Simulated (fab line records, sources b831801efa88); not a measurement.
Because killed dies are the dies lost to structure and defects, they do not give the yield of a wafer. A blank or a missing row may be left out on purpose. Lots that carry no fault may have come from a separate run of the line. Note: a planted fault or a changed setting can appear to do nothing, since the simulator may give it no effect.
2 desks looking at one fault / flow gf180mcu / each desk holds nothing but its own numbers, with what lay behind them at the end

== FROM THE METROLOGY DESK ==
Means of the sampled wafers that have a number, per lot and without regard to the tool the lot ran on: this is what the gauges read. If a lot's mean is further than 4 standard deviations from the usual mean, the lot is out of limits and carries the mark OUT (the distance appears in the brackets).
Columns: A = V2_CVD_00_THK at GF_V2_THK_MEAS_01, usual 598 nm
lot=L999; first seen here=day 20 04:26; A=601
lot=L998; first seen here=day 20 08:35; A=600
lot=L100; first seen here=day 20 21:59; A=597
lot=L102; first seen here=day 21 16:47; A=597
lot=L103; first seen here=day 21 22:02; A=603
lot=L104; first seen here=day 22 13:44; A=601
lot=L105; first seen here=day 22 21:25; A=608
lot=L106; first seen here=day 23 02:29; A=594
lot=L107; first seen here=day 23 12:41; A=599
lot=L108; first seen here=day 23 21:23; A=593
lot=L109; first seen here=day 24 08:21; A=600
lot=L116; first seen here=day 26 13:53; A=585
lot=L118; first seen here=day 27 01:22; A=600
lot=L119; first seen here=day 27 09:09; A=592
Result from this desk: across the 14 lots, nothing is out of limits.

== TOOL OWNER'S DESK, rtp_anneal-02 ==
Per lot that ran on this tool, the mean of the sampled wafers carrying a number, from the tool's own readings at GF_SALICIDE_RTA_08 (time 30 s). If a lot's mean is further than 4 standard deviations from the usual mean, the lot is out of limits and carries the mark OUT (the distance appears in the brackets).
Columns: A = lamp_power_pct at GF_SALICIDE_RTA_08, usual 18.1 %; B = run_length_s at GF_SALICIDE_RTA_08, usual 58.8 s; C = wafer_temp_C_max at GF_SALICIDE_RTA_08, usual 805.1
lot=L998; first seen here=day 16 03:28; A=18.7; B=58.5; C=806.3
lot=L103; first seen here=day 17 15:14; A=18.7; B=58.6; C=806.3
lot=L104; first seen here=day 18 08:05; A=18.7; B=58.6; C=806.6
lot=L105; first seen here=day 18 15:43; A=18.7; B=58.4; C=806.0
lot=L106; first seen here=day 18 20:01; A=18.7; B=95.3 (+81) OUT; C=805.8
lot=L107; first seen here=day 19 07:59; A=18.7; B=95.2 (+81) OUT; C=806.0
lot=L116; first seen here=day 22 16:58; A=18.7; B=58.4; C=807.1
lot=L118; first seen here=day 23 04:31; A=18.7; B=58.5; C=805.4
lot=L119; first seen here=day 23 13:06; A=18.7; B=58.4; C=806.8
This desk's verdict: out of limits on L106, L107, starting with L106 at day 18 20:01 (run_length_s at GF_SALICIDE_RTA_08). L998, L103, L104, L105, L116, L118, L119: within limits.

== BROUGHT TOGETHER ==
At day 18 20:01, on L106, L107, the tool owner's desk was in a position to raise an alarm.
The metrology desk saw nothing out of limits.
The metrology desk holds a record of L106, L107, inside its limits.
All the named lots went through GF_SALICIDE_RTA_08 on rtp_anneal-02.

== WHAT HAD BEEN PUT IN BY THE SIMULATOR ==
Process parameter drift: rtp_anneal-02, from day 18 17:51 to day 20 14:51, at GF_SALICIDE_RTA_08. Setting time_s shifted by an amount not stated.
Lots struck among those shown: L106, L107.
Each desk's first reading out of limits, in hours after the fault started: the tool owner's desk, 2.
